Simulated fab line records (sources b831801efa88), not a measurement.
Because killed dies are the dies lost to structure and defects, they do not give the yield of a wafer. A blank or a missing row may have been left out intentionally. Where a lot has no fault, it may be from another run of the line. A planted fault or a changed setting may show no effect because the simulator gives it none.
fab line records	flow sky130
record lots=9	wafers=27	lastDay=50
route steps=708 shown METAL3@563 VIA3@587 PAD_OPEN@708
lots that met no fault: from a run of the same line without faults
startH: hours from the record's first day to the start of the lot's first wafer shown	waitH: how many hours have passed since the lot's step before this one	" repeats the value in the row above	L1.1+2: a row that stands for several wafers	- no value present, or no start provided	* or withheld: withheld	< > ~ a bound
route shown NAME@n: NAME is a module with steps in the file, n the number in the route of the first one	usual: average and standard deviation across the fault-free wafers	same: alike in all rows	chamber/n: place in a boat	sites: each site's reading	_std_site: the values' standard deviation	_edge_site: the outer-site mean with the inner-site mean subtracted	radiusMm: how far each site lies from the wafer's centre	mask NAME#n: copy n	behind: tool/chamber where the wafer was last shaped	hold: what put the lot on hold/how long, in hours/how the hold closed	device: transistor that didn't switch, given as n, p or np	end of line: at the end of the route, the tests of the same wafers	a step with no rows: only its recipe	killed: not the wafer's yield, but the dies lost to structure and defects at the first sort	map: shows each die of a wafer: x if killed, . if not, _ if none is there
set.NAME: the run value of the setting; set.NAME@STEP: its run value at that earlier step	model.NAME: the simulator's own value behind a step, which no gauge read
route steps across a sampled set of lots; one table per step, one row per wafer
services: the hour from which a tool's chamber was out of use, counted from the record's first day as startH (under 0 if before that day), plus the number of hours and why
## steps
# step SKY_METAL3_CD_MEAS_13
# recipe targetCdNm=300
# usual cdNm=300.3/1.4
lot.wafer	tool	chamber	startH	waitH	cdNm
L123.1	cdSem-01	-	938.74	-	296.9
L123.4	"	-	"	"	298.5
L123.5	"	-	"	"	297.5
L126.1	cdSem-01	-	954.98	-	301.9
L126.5	"	-	"	"	302.1
L126.6	"	-	"	"	300.9
L136.4	cdSem-01	-	1025.68	-	301.1
L136.5	"	-	"	"	300.9
L136.6	"	-	"	"	301.9
L137.2	cdSem-01	-	1027.16	-	299.9
L137.5	"	-	"	"	300.7
L137.6	"	-	"	"	300.7
L138.3	cdSem-01	-	1030.07	-	301.1
L138.4	"	-	"	"	301.8
L138.5	"	-	"	"	300.6
L139.2	cdSem-01	-	1041.14	-	299.9
L139.4	"	-	"	"	300.5
L139.6	"	-	"	"	299.8
L141.1	cdSem-01	-	1058.67	-	301.0
L141.4	"	-	"	"	300.4
L141.5	"	-	"	"	300.2
L142.3	cdSem-02	-	1063.22	-	301.2
L142.4	"	-	"	"	300.5
L142.6	"	-	"	"	300.6
L143.1	cdSem-02	-	1064.67	-	298.5
L143.4	"	-	"	"	298.1
L143.5	"	-	"	"	299.3
# step SKY_METAL3_ETCH_16
# recipe chemistry=N2/H2	target=BARC	ionEnergyEv=200	biasW=100	pressureMtorr=30	n2FlowSccm=100	h2FlowSccm=200	icpW=500	stopOn=SiO2	timeS=88.2	targetDepthA=600
# usual biasW=100.06/0.26	chamberPressureMTorr=30.002/0.03	drypumpMotorCurrentA=6.0/0.6	n2FlowSccm=100.00/0.27	oesProductAu=0.625/0.0044	throttleValvePct=13.205/0.0089
lot.wafer	tool	chamber	startH	waitH	biasW	chamberPressureMTorr	drypumpMotorCurrentA	n2FlowSccm	oesProductAu	rfHoursCounterH	throttleValvePct
L123.1	rieMetal-03	1	938.93	0.0	100.25	30.025	6.7	99.62	0.624	14	13.198
L123.4	"	1	"	"	99.72	29.981	6.7	100.01	0.627	-	13.214
L123.5	"	0	"	"	100.51	30.053	5.2	100.20	0.630	-	13.199
L126.1	rieMetal-03	0	955.17	0.0	100.24	30.026	5.2	100.13	0.627	18	13.224
L126.5	"	1	"	"	99.74	30.011	6.8	99.98	0.624	-	13.202
L126.6	"	0	"	"	99.93	30.003	5.1	99.92	0.622	-	13.204
L136.4	rieMetal-03	1	1025.86	0.1	100.26	29.981	6.7	99.44	0.619	-	13.202
L136.5	"	1	"	"	100.40	30.012	6.8	99.90	0.624	-	13.208
L136.6	"	0	"	"	100.17	30.007	5.1	100.09	0.624	-	13.201
L137.2	rieMetal-02	0	1027.33	0.0	100.09	29.982	6.2	99.93	0.628	13	13.203
L137.5	"	0	"	"	100.37	29.995	6.2	99.76	0.621	-	13.200
L137.6	"	1	"	"	99.95	29.982	5.6	99.88	0.627	-	13.207
L138.3	rieMetal-03	0	1030.25	0.0	99.97	29.986	5.1	100.09	0.617	-	13.205
L138.4	"	1	"	"	99.97	30.014	6.7	99.91	0.625	-	13.189
L138.5	"	0	"	"	99.77	29.966	5.1	99.76	0.620	-	13.202
L139.2	rieMetal-03	0	1041.30	0.0	100.03	29.971	5.2	100.24	0.618	3	13.223
L139.4	"	0	"	"	99.50	30.003	5.1	99.98	0.623	-	13.208
L139.6	"	1	"	"	100.03	30.036	6.7	99.94	0.623	-	13.204
L141.1	rieMetal-02	0	1058.85	0.0	99.87	29.997	6.2	100.05	0.613	15	13.211
L141.4	"	1	"	"	100.11	30.006	5.6	100.29	0.626	-	13.181
L141.5	"	0	"	"	100.11	30.072	6.2	100.06	0.625	-	13.198
L142.3	rieMetal-04	0	1063.40	0.0	100.00	29.969	6.4	100.50	0.628	-	13.199
L142.4	"	1	"	"	100.39	29.980	5.8	100.13	0.624	-	13.189
L142.6	"	1	"	"	100.22	29.978	5.7	99.85	0.623	-	13.196
L143.1	rieMetal-04	1	1064.85	0.0	100.01	29.908	5.8	99.75	0.623	22	13.198
L143.4	"	1	"	"	100.08	30.025	5.7	99.85	0.622	-	13.211
L143.5	"	0	"	"	100.17	30.003	6.5	99.68	0.624	-	13.195
# step SKY_METAL3_STRIP_19
# recipe chemistry=O2/N2	powerW=1400	pressureMtorr=1500	platenTempC=withheld	o2FlowSccm=3000	n2FlowSccm=300	overashFraction=0.5
# usual drypumpMotorCurrentA=5.7/0.45	n2FlowSccm=300.1/0.99	oesProductAu=0.502/0.0059	stripTimeToEndpointS=6.51/0.078
lot.wafer	tool	chamber	startH	waitH	drypumpMotorCurrentA	n2FlowSccm	oesProductAu	rfHoursCounterH	stripTimeToEndpointS
L123.1	plasmaAsher-02	1	939.23	0.1	5.9	299.7	0.503	19	6.52
L123.4	"	1	"	"	5.9	298.7	0.506	-	6.55
L123.5	"	0	"	"	5.2	299.8	0.496	-	6.43
L126.1	plasmaAsher-04	1	955.46	0.1	5.9	302.1	0.514	113	6.61
L126.5	"	0	"	"	5.3	300.9	0.510	-	6.64
L126.6	"	1	"	"	5.9	301.6	0.506	-	6.65
L136.4	plasmaAsher-03	0	1026.18	0.1	6.7	298.1	0.498	-	6.42
L136.5	"	0	"	"	6.8	300.1	0.509	-	6.56
L136.6	"	1	"	"	5.8	300.3	0.502	-	6.46
L137.2	plasmaAsher-04	1	1027.63	0.1	5.8	299.6	0.492	120	6.47
L137.5	"	1	"	"	5.9	299.4	0.498	-	6.46
L137.6	"	0	"	"	5.4	298.5	0.500	-	6.52
L138.3	plasmaAsher-02	1	1030.54	0.1	5.9	300.0	0.500	-	6.51
L138.4	"	0	"	"	5.2	298.9	0.505	-	6.59
L138.5	"	1	"	"	5.9	301.0	0.510	-	6.62
L139.2	plasmaAsher-03	1	1041.60	0.1	5.8	300.5	0.510	61	6.56
L139.4	"	1	"	"	5.8	302.0	0.506	-	6.52
L139.6	"	1	"	"	5.8	301.0	0.510	-	6.52
L141.1	plasmaAsher-02	1	1059.15	0.1	5.9	301.4	0.502	31	6.38
L141.4	"	0	"	"	5.2	301.2	0.505	-	6.52
L141.5	"	0	"	"	5.2	301.2	0.494	-	6.44
L142.3	plasmaAsher-02	1	1063.69	0.1	5.9	300.8	0.506	-	6.50
L142.4	"	0	"	"	5.2	298.9	0.508	-	6.56
L142.6	"	0	"	"	5.2	299.8	0.506	-	6.53
L143.1	plasmaAsher-04	0	1065.15	0.1	5.4	299.5	0.495	0	6.41
L143.4	"	0	"	"	5.4	301.2	0.501	-	6.45
L143.5	"	1	"	"	5.9	300.6	0.508	-	6.48
# step SKY_VIA3_ETCH_14
# recipe chemistry=N2/H2	target=BARC	ionEnergyEv=200	sourceW=500	biasW=100	pressureMtorr=30	n2FlowSccm=100	h2FlowSccm=200	stopOn=SiO2	timeS=45.9	targetDepthA=600
# usual biasW=100.04/0.3	chamberPressureMTorr=30.000/0.027	drypumpMotorCurrentA=5.7/0.5	n2FlowSccm=100.0/0.3	oesProductAu=0.854/0.0049	throttleValvePct=13.225/0.0096
lot.wafer	tool	chamber	startH	waitH	biasW	chamberPressureMTorr	drypumpMotorCurrentA	n2FlowSccm	oesProductAu	rfHoursCounterH	throttleValvePct
L123.1	rieDiel-02	1	964.93	0.0	99.89	30.018	6.5	100.0	0.852	21	13.222
L123.4	"	2	"	"	100.43	29.964	5.4	100.0	0.849	11	13.228
L123.5	"	2	"	"	100.07	30.064	5.4	100.1	0.855	-	13.229
L126.1	rieDiel-04	1	981.85	0.0	100.20	30.052	6.2	100.0	0.856	11	13.229
L126.5	"	3	"	"	99.87	30.008	5.7	99.4	0.864	-	13.214
L126.6	"	2	"	"	99.82	30.001	5.7	99.9	0.854	-	13.216
L136.4	rieDiel-01	3	1049.77	0.0	100.19	30.001	6.7	100.4	0.858	20	13.218
L136.5	"	0	"	"	100.33	29.975	5.8	99.6	0.854	-	13.207
L136.6	"	3	"	"	99.89	29.977	6.6	100.4	0.858	-	13.227
L137.2	rieDiel-02	1	1051.60	0.0	-	-	-	-	-	-	-
L137.5	"	1	"	"	-	-	-	-	-	-	-
L137.6	"	0	"	"	-	-	-	-	-	-	-
L138.3	rieDiel-01	0	1054.03	0.0	-	-	-	-	-	-	-
L138.4	"	2	"	"	-	-	-	-	-	-	-
L138.5	"	1	"	"	-	-	-	-	-	-	-
L139.2	rieDiel-01	1	1064.70	0.0	99.52	29.996	5.1	100.0	0.859	17	13.224
L139.4	"	0	"	"	99.85	29.983	5.8	100.1	0.848	11	13.231
L139.6	"	0	"	"	100.13	29.981	5.8	100.7	0.854	-	13.220
L141.1	rieDiel-02	2	1081.67	0.0	100.40	30.019	5.4	100.2	0.849	16	13.227
L141.4	"	3	"	"	100.20	30.008	4.9	100.0	0.855	13	13.236
L141.5	"	3	"	"	101.09	30.003	4.9	100.5	0.852	-	13.234
L142.3	rieDiel-02	2	1087.65	0.0	99.86	29.998	5.4	99.9	0.848	16	13.205
L142.4	"	1	"	"	99.63	29.957	6.5	100.3	0.869	26	13.214
L142.6	"	1	"	"	99.94	29.948	6.5	100.0	0.849	-	13.245
L143.1	rieDiel-04	3	1087.92	0.0	100.60	29.981	5.6	99.8	0.854	15	13.213
L143.4	"	0	"	"	100.61	29.998	5.9	100.2	0.852	16	13.219
L143.5	"	0	"	"	100.61	30.033	5.9	100.0	0.854	-	13.210
# step SKY_VIA3_ETCH_15
# recipe target=SiO2	chemistry=C4F8/O2/Ar	targetDepthNm=507	stopOn=TiN	maskMaterial=KrF-thick	sourceW=1500	biasW=1200	pressureMtorr=40	c4f8FlowSccm=withheld	O2_flow_sccm=6	Ar_flow_sccm=300	timeS=78
# usual biasW=1200/3.6	chamberPressureMTorr=40.00/0.04	oesProductAu=0.945/0.0048
lot.wafer	tool	chamber	startH	waitH	biasW	chamberPressureMTorr	oesProductAu	rfHoursCounterH
L123.1	rieDiel-02	1	964.97	0.0	1201	40.08	0.946	21
L123.4	"	2	"	"	1197	39.96	0.947	12
L123.5	"	2	"	"	1201	40.05	0.943	-
L126.1	rieDiel-04	1	981.89	0.0	1204	40.03	0.938	11
L126.5	"	3	"	"	1201	40.02	0.951	-
L126.6	"	2	"	"	1200	39.94	0.952	-
L136.4	rieDiel-01	3	1049.81	0.0	1204	39.99	0.944	20
L136.5	"	0	"	"	1201	39.98	0.951	-
L136.6	"	3	"	"	1205	40.02	0.939	-
L137.2	rieDiel-02	1	1051.64	0.0	1203	39.98	0.377	24
L137.5	"	1	"	"	1195	40.00	0.380	-
L137.6	"	0	"	"	1201	40.04	0.371	-
L138.3	rieDiel-01	0	1054.07	0.0	1196	39.95	0.371	11
L138.4	"	2	"	"	1203	40.00	0.367	15
L138.5	"	1	"	"	1199	39.99	0.373	-
L139.2	rieDiel-01	1	1064.74	0.0	1201	40.00	0.950	17
L139.4	"	0	"	"	1203	40.03	0.935	11
L139.6	"	0	"	"	1204	40.00	0.951	-
L141.1	rieDiel-02	2	1081.71	0.0	1207	39.93	0.941	16
L141.4	"	3	"	"	1194	40.05	0.951	13
L141.5	"	3	"	"	1198	40.00	0.950	-
L142.3	rieDiel-02	2	1087.69	0.0	1197	40.01	0.951	16
L142.4	"	1	"	"	1205	39.94	0.950	26
L142.6	"	1	"	"	1197	39.94	0.953	-
L143.1	rieDiel-04	3	1087.96	0.0	1203	39.99	0.948	15
L143.4	"	0	"	"	1198	39.95	0.942	16
L143.5	"	0	"	"	1205	40.00	0.951	-
# step SKY_VIA3_STRIP_16
# recipe chemistry=O2/N2	powerW=1400	pressureMtorr=1426	platenTempC=withheld	o2FlowSccm=3000	n2FlowSccm=300	overashFraction=0.5
# usual drypumpMotorCurrentA=5.8/0.44	n2FlowSccm=300.0/0.91	oesProductAu=0.402/0.005	stripTimeToEndpointS=4.186/0.021
lot.wafer	tool	chamber	startH	waitH	drypumpMotorCurrentA	n2FlowSccm	oesProductAu	rfHoursCounterH	stripTimeToEndpointS
L123.1	plasmaAsher-01	1	965.03	0.0	5.8	300.4	0.412	83	4.196
L123.4	"	1	"	"	5.8	301.9	0.392	-	4.163
L123.5	"	1	"	"	5.8	301.0	0.404	-	4.150
L126.1	plasmaAsher-03	0	981.95	0.0	6.8	300.8	0.403	55	4.172
L126.5	"	1	"	"	5.8	299.3	0.402	-	4.202
L126.6	"	0	"	"	6.7	300.4	0.391	-	4.167
L136.4	plasmaAsher-02	1	1049.91	0.1	5.9	299.3	0.406	-	4.205
L136.5	"	0	"	"	5.2	298.7	0.391	-	4.219
L136.6	"	1	"	"	6.0	299.3	0.409	-	4.216
L137.2	plasmaAsher-01	1	1051.70	0.0	5.8	297.7	0.426	92	4.645
L137.5	"	0	"	"	5.5	299.4	0.415	-	4.643
L137.6	"	1	"	"	5.8	299.1	0.416	-	4.623
L138.3	plasmaAsher-02	0	1054.16	0.1	5.2	299.6	0.421	-	4.663
L138.4	"	1	"	"	5.9	299.7	0.411	-	4.612
L138.5	"	0	"	"	5.2	300.5	0.420	-	4.646
L139.2	plasmaAsher-03	1	1064.80	0.0	5.8	302.1	0.402	64	4.200
L139.4	"	1	"	"	5.8	300.2	0.405	-	4.239
L139.6	"	0	"	"	6.8	299.6	0.406	-	4.219
L141.1	plasmaAsher-01	0	1081.77	0.0	5.5	300.1	0.389	95	4.179
L141.4	"	0	"	"	5.5	299.3	0.400	-	4.166
L141.5	"	0	"	"	5.5	300.0	0.402	-	4.169
L142.3	plasmaAsher-01	1	1087.79	0.1	5.7	299.5	0.407	-	4.171
L142.4	"	0	"	"	5.5	300.9	0.407	-	4.181
L142.6	"	1	"	"	5.7	299.5	0.402	-	4.186
L143.1	plasmaAsher-02	1	1088.02	0.0	5.9	300.1	0.410	34	4.161
L143.4	"	1	"	"	5.9	300.8	0.406	-	4.195
L143.5	"	1	"	"	5.9	300.7	0.397	-	4.180
# step SKY_PAD_OPEN_PROBE_99
# usual defectLimitedYield=82.6/1.7	killed_at_M0_to_M3=43/6.5	killed_at_M4_up=3.2/1.9	killedAtContacts=25/5.5	killedAtFrontEnd=14/4.2	killedAtOther=0.2/0.44	killedDies=85/8.5	killedOnRim=16/3.3	killedOpen=47/7	killedShort=39/6.3	sort_bin_3_pad_short=0.9/0.46	sort_bin_5_function=10.3/1.4	sort_bin_6_memory=6.2/1.2	sortNPass=407/8.5	sortYieldPct=82.6/1.7
# same grossDies=492	killedAtBackSide=0	sort_bin_4_leakage[%]=0	sort_bin_8_speed[%]=0
lot.wafer	tool	chamber	startH	waitH	defectLimitedYield[%]	killed_at_M0_to_M3	killed_at_M4_up	killedAtContacts	killedAtFrontEnd	killedAtOther	killedDies	killedOnRim	killedOpen	killedShort	sort_bin_3_pad_short[%]	sort_bin_5_function[%]	sort_bin_6_memory[%]	sortNPass	sortYieldPct[%]
L136.4	prober-02	-	1178.55	0.2	81.9	43	1	21	23	1	89	18	52	37	1.4	9.3	7.3	403	81.9
L136.5	prober-02	-	1178.60	0.2	83.1	40	7	20	16	0	83	18	45	38	0.6	11.0	5.3	409	83.1
L136.6	prober-02	-	1178.65	0.2	83.1	39	6	28	10	0	83	16	49	34	0.4	8.7	7.7	409	83.1
L137.2	prober-01	-	1179.95	0.1	0	443	4	30	15	0	492	96	61	34	1.0	93.5	5.5	0	0
L137.5	prober-01	-	1180.10	0.2	0	440	3	34	15	0	492	96	54	43	0.6	93.1	6.3	0	0
L137.6	prober-01	-	1180.15	0.2	0	448	1	28	14	1	492	96	48	32	0.8	92.3	6.9	0	0
L138.3	prober-02	-	1181.99	0.2	0	459	1	25	7	0	492	96	41	32	0.8	94.1	5.1	0	0
L138.4	prober-02	-	1182.04	0.2	0	449	4	28	11	0	492	96	43	34	0.4	92.5	7.1	0	0
L138.5	prober-02	-	1182.09	0.2	0	452	3	24	13	0	492	96	49	37	0	93.7	6.3	0	0
L139.2	prober-01	-	1189.85	0.1	81.7	45	7	25	13	0	90	17	39	51	1.0	8.5	8.7	402	81.7
L139.4	prober-01	-	1189.95	0.2	80.7	52	3	25	14	1	95	19	55	40	0.4	13.6	5.3	397	80.7
L139.6	prober-01	-	1190.05	0.2	82.3	43	2	33	9	0	87	21	59	28	0.4	9.1	8.1	405	82.3
L141.1	prober-01	-	1201.69	0.1	83.1	42	1	25	14	1	83	13	38	45	1.2	8.7	6.9	409	83.1
L141.4	prober-01	-	1201.84	0.2	82.9	42	3	32	7	0	84	16	48	36	1.2	9.3	6.5	408	82.9
L141.5	prober-01	-	1201.89	0.2	87.0	34	1	24	5	0	64	10	35	29	1.0	7.3	4.7	428	87.0
L142.3	prober-02	-	1205.85	0.2	80.7	48	2	26	19	0	95	17	38	57	1.0	9.8	8.5	397	80.7
L142.4	prober-02	-	1205.90	0.2	83.9	33	2	32	12	0	79	11	46	33	1.2	9.1	5.7	413	83.9
L142.6	prober-02	-	1206.00	0.2	84.1	34	4	22	18	0	78	13	49	29	0.4	9.8	5.7	414	84.1
L143.1	prober-01	-	1206.24	0.1	81.3	54	4	24	10	0	92	19	53	39	1.6	12.6	4.5	400	81.3
L143.4	prober-01	-	1206.39	0.2	87.0	31	2	17	14	0	64	13	33	31	1.6	7.7	3.7	428	87.0
L143.5	prober-01	-	1206.44	0.2	81.5	44	5	28	14	0	91	19	52	39	1.6	9.8	7.1	401	81.5
# killed by level:class
L136.4 VIA1:geometricParticle:open=12 FIELD_ISO:geometricParticle:open=8 CONTACT:geometricParticle:open=7 VIA3:geometricParticle:open=7 FIELD_ISO:geometricParticle:short=6 VIA2:geometricParticle:open=6 METAL1:geometricParticle:short=5 POLY_GATE:geometricParticle:short=4
L136.5 VIA1:geometricParticle:open=12 LI_CONTACT:geometricParticle:open=7 CONTACT:geometricParticle:open=7 VIA2:geometricParticle:short=6 POLY_GATE:geometricParticle:open=5 VIA1:geometricParticle:short=5 METAL2:geometricParticle:short=5 FIELD_ISO:geometricParticle:short=4
L136.6 VIA1:geometricParticle:open=12 VIA2:geometricParticle:open=9 CONTACT:geometricParticle:open=8 METAL2:geometricParticle:short=7 LI_CONTACT:geometricParticle:open=7 LOCAL_INTERCONNECT:geometricParticle:short=7 FIELD_ISO:geometricParticle:open=4 CONTACT:geometricParticle:short=4
L137.2 VIA3:areaEtch=397 VIA1:geometricParticle:open=14 CONTACT:geometricParticle:open=9 LI_CONTACT:geometricParticle:open=8 FIELD_ISO:geometricParticle:open=6 LOCAL_INTERCONNECT:geometricParticle:short=6 METAL1:geometricParticle:short=6 VIA2:geometricParticle:open=6
L137.5 VIA3:areaEtch=395 VIA1:geometricParticle:open=17 CONTACT:geometricParticle:open=15 LI_CONTACT:geometricParticle:open=8 LOCAL_INTERCONNECT:geometricParticle:short=6 VIA1:geometricParticle:short=6 METAL2:geometricParticle:short=6 FIELD_ISO:geometricParticle:short=4
L137.6 VIA3:areaEtch=412 CONTACT:geometricParticle:open=13 VIA2:geometricParticle:open=8 VIA1:geometricParticle:open=6 METAL1:geometricParticle:short=4 LI_CONTACT:geometricParticle:open=4 CONTACT:geometricParticle:short=4 VIA1:geometricParticle:short=4
L138.3 VIA3:areaEtch=419 VIA1:geometricParticle:open=11 CONTACT:geometricParticle:open=9 LI_CONTACT:geometricParticle:open=7 VIA1:geometricParticle:short=5 METAL1:geometricParticle:short=4 METAL2:geometricParticle:short=4 VIA2:geometricParticle:open=4
L138.4 VIA3:areaEtch=415 CONTACT:geometricParticle:open=11 VIA2:geometricParticle:open=8 CONTACT:geometricParticle:short=7 VIA1:geometricParticle:open=7 METAL2:geometricParticle:short=7 VIA3:geometricParticle:open=6 LOCAL_INTERCONNECT:geometricParticle:short=4
L138.5 VIA3:areaEtch=406 VIA1:geometricParticle:open=10 CONTACT:geometricParticle:open=9 VIA3:geometricParticle:open=7 VIA2:geometricParticle:open=7 POLY_GATE:geometricParticle:short=5 LI_CONTACT:geometricParticle:open=5 METAL1:geometricParticle:short=5
L139.2 VIA1:geometricParticle:open=10 METAL2:geometricParticle:short=8 METAL1:geometricParticle:short=7 METAL4:geometricParticle:short=7 CONTACT:geometricParticle:short=6 LI_CONTACT:geometricParticle:open=5 CONTACT:geometricParticle:open=5 VIA2:geometricParticle:open=5
L139.4 VIA1:geometricParticle:open=14 CONTACT:geometricParticle:open=9 CONTACT:geometricParticle:short=9 VIA2:geometricParticle:open=7 VIA1:geometricParticle:short=6 METAL1:geometricParticle:open=4 METAL1:geometricParticle:short=4 METAL2:geometricParticle:short=4
L139.6 CONTACT:geometricParticle:open=17 VIA2:geometricParticle:open=10 VIA1:geometricParticle:open=10 VIA3:geometricParticle:open=8 CONTACT:geometricParticle:short=5 LI_CONTACT:geometricParticle:open=5 VIA3:geometricParticle:short=5 FIELD_ISO:geometricParticle:open=4
L141.1 CONTACT:geometricParticle:open=8 VIA1:geometricParticle:open=8 VIA3:geometricParticle:open=7 VIA1:geometricParticle:short=7 POLY_GATE:geometricParticle:short=6 CONTACT:geometricParticle:short=5 LI_CONTACT:geometricParticle:short=4 LI_CONTACT:geometricParticle:open=4
L141.4 VIA1:geometricParticle:open=10 CONTACT:geometricParticle:open=9 METAL1:geometricParticle:short=8 LI_CONTACT:geometricParticle:open=7 LOCAL_INTERCONNECT:geometricParticle:short=6 VIA2:geometricParticle:open=6 VIA3:geometricParticle:open=6 CONTACT:geometricParticle:short=5
L141.5 CONTACT:geometricParticle:open=9 METAL1:geometricParticle:short=7 METAL2:geometricParticle:short=7 CONTACT:geometricParticle:short=5 VIA1:geometricParticle:open=5 METAL2:geometricParticle:open=5 FIELD_ISO:geometricParticle:short=4 LI_CONTACT:geometricParticle:open=4
L142.3 METAL1:geometricParticle:short=9 METAL2:geometricParticle:short=9 LI_CONTACT:geometricParticle:open=8 CONTACT:geometricParticle:open=8 VIA1:geometricParticle:short=6 METAL3:geometricParticle:short=6 FIELD_ISO:geometricParticle:open=5 FIELD_ISO:geometricParticle:short=5
L142.4 CONTACT:geometricParticle:short=13 VIA1:geometricParticle:open=12 CONTACT:geometricParticle:open=10 VIA2:geometricParticle:open=7 LI_CONTACT:geometricParticle:open=6 FIELD_ISO:geometricParticle:short=4 METAL1:geometricParticle:short=4 VIA3:geometricParticle:open=4
L142.6 FIELD_ISO:geometricParticle:open=9 CONTACT:geometricParticle:open=7 VIA1:geometricParticle:open=7 LI_CONTACT:geometricParticle:open=6 POLY_GATE:geometricParticle:open=4 METAL1:geometricParticle:open=4 METAL2:geometricParticle:short=4 VIA3:geometricParticle:open=4
L143.1 VIA3:geometricParticle:open=11 CONTACT:geometricParticle:open=10 VIA1:geometricParticle:open=8 VIA2:geometricParticle:open=6 METAL1:geometricParticle:short=6 LI_CONTACT:geometricParticle:open=5 METAL1:geometricParticle:open=5 VIA2:geometricParticle:short=5
L143.4 VIA1:geometricParticle:open=9 LI_CONTACT:geometricParticle:open=6 LOCAL_INTERCONNECT:geometricParticle:short=5 POLY_GATE:geometricParticle:open=4 METAL2:geometricParticle:short=4 VIA3:geometricParticle:open=3 METAL1:geometricParticle:short=3 METAL3:geometricParticle:short=3
L143.5 VIA3:geometricParticle:open=12 CONTACT:geometricParticle:open=8 LI_CONTACT:geometricParticle:open=8 METAL2:geometricParticle:short=7 LOCAL_INTERCONNECT:geometricParticle:short=6 POLY_GATE:geometricParticle:open=4 METAL1:geometricParticle:open=4 CONTACT:geometricParticle:short=4
## services
tool	chamber	startH	hours	kind
rieDiel-04	1	924.52	6.0	repair
rieMetal-03	-	947.14	0.7	repair
rieDiel-02	2	952.27	3.4	repair
plasmaAsher-04	-	956.04	5.2	repair
rieMetal-03	0	958.67	-	clean
rieMetal-03	0	958.67	20.5	scheduledDown
rieMetal-03	0	958.67	20.5	ventCycle
rieMetal-04	-	960.24	2.8	pm
rieDiel-04	0	961.20	2.6	repair
rieDiel-01	3	973.50	21.0	repair
plasmaAsher-01	-	977.57	0.7	repair
rieDiel-01	-	986.09	0.1	repair
plasmaAsher-01	-	987.59	0.6	repair
rieDiel-04	3	1010.36	5.4	repair
plasmaAsher-02	-	1034.80	1.3	repair
rieDiel-02	3	1038.21	2.6	repair
rieDiel-04	1	1048.96	3.5	repair
rieDiel-01	-	1051.15	0.2	repair
plasmaAsher-04	-	1055.25	9.0	pm
plasmaAsher-04	0	1055.25	9.0	ventCycle
plasmaAsher-04	1	1055.25	9.0	ventCycle
plasmaAsher-04	0	1064.25	-	clean
plasmaAsher-04	1	1064.25	-	clean
## key
firstSign step=SKY_VIA3_ETCH_14	reading=toolRecord	direction=missing
effect step=SKY_VIA3_ETCH_15	reading=oesProductAu	direction=down	sigmas=99+	usual=0.945	struck=0.373
effect step=SKY_VIA3_STRIP_16	reading=stripTimeToEndpointS	direction=up	sigmas=21	usual=*	struck=*
effect step=SKY_PAD_OPEN_PROBE_99	reading=killed_at_M0_to_M3	direction=up	sigmas=62	usual=43	struck=448
moreKillsBornAt SKY_VIA3_ETCH_14@rieDiel-01=1240	SKY_VIA3_ETCH_14@rieDiel-02=1204
metAt SKY_VIA3_ETCH_14
struckLots L137,L138
laterRowsLeftOut L137.2,L137.5,L137.6,L138.3,L138.4,L138.5
notActingAt SKY_METAL3_CD_MEAS_13,SKY_METAL3_ETCH_16,SKY_METAL3_STRIP_19
onsetBetween 1049.77 1051.60
fault kind=skippedStepWhole	tool=rieDiel-01,rieDiel-02	chamber=-	onsetH=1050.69	steps=SKY_VIA3_ETCH_14	scope=struckLotsOnly
# laterRowsLeftOut: the simulator's readings of these wafers behind a module that went badly wrong aren't trusted and aren't shown, but for the sort
